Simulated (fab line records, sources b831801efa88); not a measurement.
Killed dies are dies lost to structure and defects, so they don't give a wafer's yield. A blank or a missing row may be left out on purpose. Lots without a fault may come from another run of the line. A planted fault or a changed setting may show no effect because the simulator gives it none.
Chamber matching | flow gf180mcu | GF_CONTACT_CVD_02 on pecvd-03: 3 sister chambers
The step deposits SiO2 from TEOS, target thk 860 nm, time 95.992 s. 14 wafers are shown with their chamber, then 7 later ones without.

WAFERS WITH THEIR CHAMBER
wafer  | chamber | heater_power_w (W)
L691.1 | 1       | 738
L691.3 | 0       | 675
L691.4 | 2       | 573
L693.1 | 2       | 647
L693.3 | 1       | 886
L693.4 | 1       | 681
L695.3 | 1       | 862
L695.5 | 0       | 589
L695.6 | 2       | 535
L696.1 | 1       | 843
L696.2 | 2       | 618
L696.4 | 0       | 596
L698.2 | 0       | 740
L698.4 | 0       | 591

SIGNATURES (means of the wafers above)
reading        | chamber 0 | chamber 1 | chamber 2 | scatter within a chamber
heater_power_w | 638.20    | 802.00    | 593.25    | 71.7
Rule: a wafer's distance from a chamber is the root of the sum, over the readings, of the square of ((its reading less the chamber's mean) divided by the reading's scatter). The wafer belongs to the nearest chamber; if the next one is less than 2 further off, it can't be placed. The scatter: the root of (the sum of the squares of (reading less its chamber's mean) over the shown wafers, divided by (wafers less chambers)).

WAFERS WITHOUT THEIR CHAMBER
wafer  | heater_power_w (W)
L698.5 | 872
L706.1 | 605
L706.2 | 722
L706.3 | 849
L708.1 | 843
L708.2 | 641
L708.4 | 669

WHICH CHAMBER EACH WENT THROUGH
wafer  | from the rows above          | in truth
L698.5 | 1                            | 1
L706.1 | can't be placed: 2 or 0      | 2
L706.2 | can't be placed: 1 or 0 or 2 | 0
L706.3 | 1                            | 1
L708.1 | 1                            | 1
L708.2 | can't be placed: 0 or 2      | 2
L708.4 | can't be placed: 0 or 2 or 1 | 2
Placed correctly: 3 of 7. Can't be placed from these rows: 4 (the true chamber is among the candidates in 4). Placed wrongly: 0.
